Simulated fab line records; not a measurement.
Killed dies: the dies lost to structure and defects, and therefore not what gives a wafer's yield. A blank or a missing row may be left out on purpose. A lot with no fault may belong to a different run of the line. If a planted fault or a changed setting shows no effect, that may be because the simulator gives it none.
Problem report, 8D (eight disciplines) form, completed by code :: flow gf180mcu :: the parts of the form that need people (team, actions taken, sign-off) are left out

== 1. THE PROBLEM ==
M3_ALCU_RS at GF_M3_RS_MEAS_05 reads a mean of 0.0661 ohm/sq on 1 wafer of 1 lot; wafers without a fault read 0.0701 ohm/sq with a standard deviation of 0.0009. Relative to the usual mean, that is a shift of -4.4 standard deviations.
The step: measures by four-point-probe.
First observed at day 23 05:28: wafer L286.2, on film-metro-03. The record has a number at this step for 36 wafers belonging to 12 lots. The rule behind "out" and "out of limits": a value lying over 4 standard deviations away from the usual mean. The other wafers with a number count as sound.

== 2. WHAT THIS IS AND IS NOT ==
question: which readings at this step
is: M3_ALCU_RS
is not: -

question: which lots
is: L286
is not: L279, L280, L282, L283, L284, L295, L297, L298, L299, L300, L301

question: which wafers of those lots
is: L286.2
is not: L286.1, L286.5

question: read on which gauges
is: film-metro-03
is not: film-metro-02, film-metro-04

question: when
is: from day 23 05:28
is not: up to then (17 sound wafers); but 18 sound wafers of L295, L297, L298, L299, L300, L301 came after

== 3. WHAT RULES OUT EACH SUSPECT ==
Counting: a tool at a process step up to the reading stays a suspect if it ran every lot that is out. Sound lots after the first of them don't rule it out here, since some wafers of a struck lot are sound.
- the gauge at GF_M3_RS_MEAS_05 has been ruled out. All the wafers that are out were read on film-metro-03, but those of them that GF_M3_SPUTTER_02 has rows for are out there too, on other tools.
- pvd-sputter-03 at GF_M3_SPUTTER_01 (material TiN, target thk 30 nm, time 25 s): kept. It ran the lot that is out, L286 (day 23 05:20); its last sound lot up to then is L284 (day 22 13:23).
- pvd-sputter-03 at GF_M3_SPUTTER_02 (material AlCu, target thk 450 nm, time 23.9 s): kept. It ran the lot that is out, L286 (day 23 05:22); its last sound lot up to then is L284 (day 22 13:25). Its own cathode-dc-power-W readings are out on those wafers.
Left after counting: pvd-sputter-03 at GF_M3_SPUTTER_01, pvd-sputter-03 at GF_M3_SPUTTER_02.

== 4. THE CAUSE (what the simulator had put in) ==
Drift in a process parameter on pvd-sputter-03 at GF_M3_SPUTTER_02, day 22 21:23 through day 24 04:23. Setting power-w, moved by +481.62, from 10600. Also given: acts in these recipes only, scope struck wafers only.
2 suspects survive the count, and this tool is in that group.

== 5. SEQUENCE OF EFFECTS, ordered by route ==
One row per reading whose mean, taken over the struck wafers that have a number, lies over 3 standard deviations from the usual. Readings are gone through only where the record gives a usual standard deviation; hours: the median, over the lots, of the time from a lot's start at the first step in this table giving one to that lot's start at this step; sigmas: the change measured in usual standard deviations.
hours: 0
step: GF_M3_SPUTTER_02
reading: cathode-dc-power-W
usual: 10600 W
on struck wafers: 11082
change: +482
sigmas: +99 or more

hours: 0
step: GF_M3_RS_MEAS_05
reading: M3_ALCU_RS
usual: 0.0701 ohm/sq
on struck wafers: 0.0661
change: -0.0040
sigmas: -4.4

hours: 0
step: GF_M3_THK_MEAS_06
reading: M3_ALCU_THK
usual: 453 nm
on struck wafers: 480
change: +27
sigmas: +4.3
Process steps it contains:
- GF_M3_SPUTTER_02: material AlCu, target thk 450 nm, time 23.9 s.

== 6. WHAT WOULD HAVE CAUGHT IT SOONER ==
In this record the first reading out of limits at a measuring or inspecting step was taken at day 23 05:28, 8 hours after the fault began at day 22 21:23.
At GF_M3_SPUTTER_02, the tool's own readings (cathode-dc-power-W) were out on each struck wafer the step has a row for, so an alarm limit on them would have fired on the first such wafer.
Lots out: 1; all had begun GF_M3_SPUTTER_02 on pvd-sputter-03 by day 23 05:28. A hold on the tool at that time would have spared none of them.
